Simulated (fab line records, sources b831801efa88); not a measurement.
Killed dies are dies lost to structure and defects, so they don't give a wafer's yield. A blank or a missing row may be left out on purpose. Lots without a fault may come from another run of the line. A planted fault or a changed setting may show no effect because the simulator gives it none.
Which tool did it? | flow gf180mcu | 13 lots, 39 wafers sampled, at 4 steps of a route of 602

WHAT THE GAUGES READ, wafer by wafer
GF_M3_OVL_MEAS_15. Usual: M3_OVL -2 nm, standard deviation 5.5.
lot  | measured     | on         | M3_OVL (nm) | flag
L684 | day 21 07:44 | overlay-02 | 5 4 2       |
L685 | day 21 15:32 | overlay-01 | -4 -10 -3   |
L686 | day 22 06:26 | overlay-01 | -4 -4 -2    |
L687 | day 22 08:06 | overlay-02 | -16 -12 -10 |
L688 | day 22 21:39 | overlay-01 | 4 3 1       |
L689 | day 23 05:22 | overlay-02 | -3 -6 -1    |
L690 | day 23 11:30 | overlay-02 | 3 -6 -2     |
L691 | day 24 06:17 | overlay-02 | -5 -6 -3    |
L692 | day 24 16:23 | overlay-01 | -6 -3 -8    |
L700 | day 26 20:24 | overlay-01 | 1 0 3       |
L701 | day 27 11:10 | overlay-01 | -6 -4 -8    |
L705 | day 28 10:47 | overlay-01 | 3 6 4       |
L706 | day 28 11:30 | overlay-01 | -4 0 -2     |

WHICH TOOL RAN EACH LOT (tool, then ch and the chambers of the sampled wafers, then the start)
lot  | GF_CONTACT_ETCH_16                 | GF_V2_CMP_04                  | GF_V2_SPUTTER_21
L684 | rie_diel-03 ch 1,2, day 16 01:53   | cmp-01 ch 0,1,2, day 19 05:06 | pvd_sputter-03, day 20 06:44
L685 | rie_diel-03 ch 0,1,2, day 16 08:34 | cmp-01 ch 0,3, day 19 12:19   | pvd_sputter-04, day 20 14:09
L686 | rie_diel-04 ch 0,2, day 16 21:05   | cmp-02 ch 1,3, day 20 04:38   | pvd_sputter-01, day 21 05:58
L687 | rie_diel-03 ch 1,2,3, day 17 00:32 | cmp-02 ch 0,2, day 20 06:00   | pvd_sputter-01, day 21 07:30
L688 | rie_diel-01 ch 0,1,3, day 17 14:35 | cmp-02 ch 2,3, day 20 20:13   | pvd_sputter-01, day 21 21:40
L689 | rie_diel-01 ch 0,1,3, day 17 21:02 | cmp-01 ch 1,2, day 21 04:38   | pvd_sputter-01, day 22 05:17
L690 | rie_diel-04 ch 0,1,3, day 18 04:25 | cmp-01 ch 1,2, day 21 11:01   | pvd_sputter-03, day 22 11:12
L691 | rie_diel-01 ch 2,3, day 19 01:13   | cmp-01 ch 0,2,3, day 22 06:49 | pvd_sputter-03, day 23 06:42
L692 | rie_diel-03 ch 0,1,3, day 19 04:34 | cmp-01 ch 0,1,3, day 22 10:29 | pvd_sputter-04, day 23 10:17
L700 | rie_diel-04 ch 1,2,3, day 22 01:04 | cmp-02 ch 0,1,3, day 25 00:02 | pvd_sputter-03, day 25 22:35
L701 | rie_diel-04 ch 1,2,3, day 22 08:19 | cmp-02 ch 0,2,3, day 25 16:06 | pvd_sputter-03, day 26 14:03
L705 | rie_diel-03 ch 1,2, day 23 13:32   | cmp-01 ch 0,1,2, day 26 15:58 | pvd_sputter-03, day 27 13:28
L706 | rie_diel-03 ch 2,3, day 23 18:32   | cmp-01 ch 0,1,3, day 26 16:44 | pvd_sputter-03, day 27 14:25
- GF_CONTACT_ETCH_16: etches BARC in N2/H2.
- GF_V2_CMP_04: polishes SiO2.
- GF_V2_SPUTTER_21: material Ti, target thk 15 nm, time 80.02 s.

WHAT THE TOOLS THEMSELVES READ (means of the sampled wafers that have a number; where no wafer has one, the mark that the record gives instead)
GF_CONTACT_ETCH_16. Usual: drypump_motor_current_A 5.7 A, standard deviation 0.47; oes_product_au 0.855 a.u., standard deviation 0.0048; throttle_valve_pct 13.225 %, standard deviation 0.01.
lot  | tool        | drypump_motor_current_A (A) | oes_product_au (a.u.) | throttle_valve_pct (%) | flag
L684 | rie_diel-03 | 5.3                         | 0.860                 | 13.220                 |
L685 | rie_diel-03 | 5.6                         | 0.856                 | 13.225                 |
L686 | rie_diel-04 | 5.6                         | 0.855                 | 13.221                 |
L687 | rie_diel-03 | 5.4                         | 0.854                 | 13.231                 |
L688 | rie_diel-01 | 5.8                         | 0.852                 | 13.225                 |
L689 | rie_diel-01 | 5.8                         | 0.850                 | 13.216                 |
L690 | rie_diel-04 | 5.9                         | 0.857                 | 13.224                 |
L691 | rie_diel-01 | 5.9                         | 0.853                 | 13.227                 |
L692 | rie_diel-03 | 5.5                         | 0.859                 | 13.230                 |
L700 | rie_diel-04 | 6.0                         | 0.849                 | 13.222                 |
L701 | rie_diel-04 | 6.0                         | 0.859                 | 13.223                 |
L705 | rie_diel-03 | 5.5                         | 0.851                 | 13.224                 |
L706 | rie_diel-03 | 5.5                         | 0.857                 | 13.229                 |

GF_V2_CMP_04. Usual: motor_current_A 11.8 A, standard deviation 1.6; time_to_endpoint_s 80 s, standard deviation 5.6.
lot  | tool   | motor_current_A (A) | time_to_endpoint_s (s) | flag
L684 | cmp-01 | 10.9                | 78                     |
L685 | cmp-01 | 11.0                | 80                     |
L686 | cmp-02 | 12.9                | 79                     |
L687 | cmp-02 | 13.3                | 86                     |
L688 | cmp-02 | 13.5                | 80                     |
L689 | cmp-01 | 11.0                | 86                     |
L690 | cmp-01 | 11.5                | 77                     |
L691 | cmp-01 | 10.7                | 79                     |
L692 | cmp-01 | 10.7                | 79                     |
L700 | cmp-02 | 12.4                | 78                     |
L701 | cmp-02 | 12.8                | 80                     |
L705 | cmp-01 | 11.2                | 81                     |
L706 | cmp-01 | 11.1                | 86                     |

GF_V2_SPUTTER_21. Usual: throttle_valve_pct 29.9 %, standard deviation 0.59.
lot  | tool           | throttle_valve_pct (%) | flag
L684 | pvd_sputter-03 | 29.5                   |
L685 | pvd_sputter-04 | 29.8                   |
L686 | pvd_sputter-01 | 30.0                   |
L687 | pvd_sputter-01 | 29.8                   |
L688 | pvd_sputter-01 | 30.0                   |
L689 | pvd_sputter-01 | 30.3                   |
L690 | pvd_sputter-03 | 29.8                   |
L691 | pvd_sputter-03 | 29.8                   |
L692 | pvd_sputter-04 | 30.6                   |
L700 | pvd_sputter-03 | 29.7                   |
L701 | pvd_sputter-03 | 29.7                   |
L705 | pvd_sputter-03 | 29.7                   |
L706 | pvd_sputter-03 | 29.7                   |

THE ANSWER, worked out from the rows above alone
Rule: a lot is off if the mean of its wafers that have a number lies more than 3 standard deviations from the usual mean. A lot without any number at a reading at which 4 lots or more have one is off too. The other lots that the step has rows for count as sound. The gauges are gone through in route order, then the tools' own readings, and for those a lot's mean is taken as printed above. The first step at which some lot is off is used, and at that step the reading that is off furthest; a lot without a number counts as furthest.
No lot is off at any reading shown: from this, nothing can be told.

WHAT THE SIMULATOR HAD PUT IN
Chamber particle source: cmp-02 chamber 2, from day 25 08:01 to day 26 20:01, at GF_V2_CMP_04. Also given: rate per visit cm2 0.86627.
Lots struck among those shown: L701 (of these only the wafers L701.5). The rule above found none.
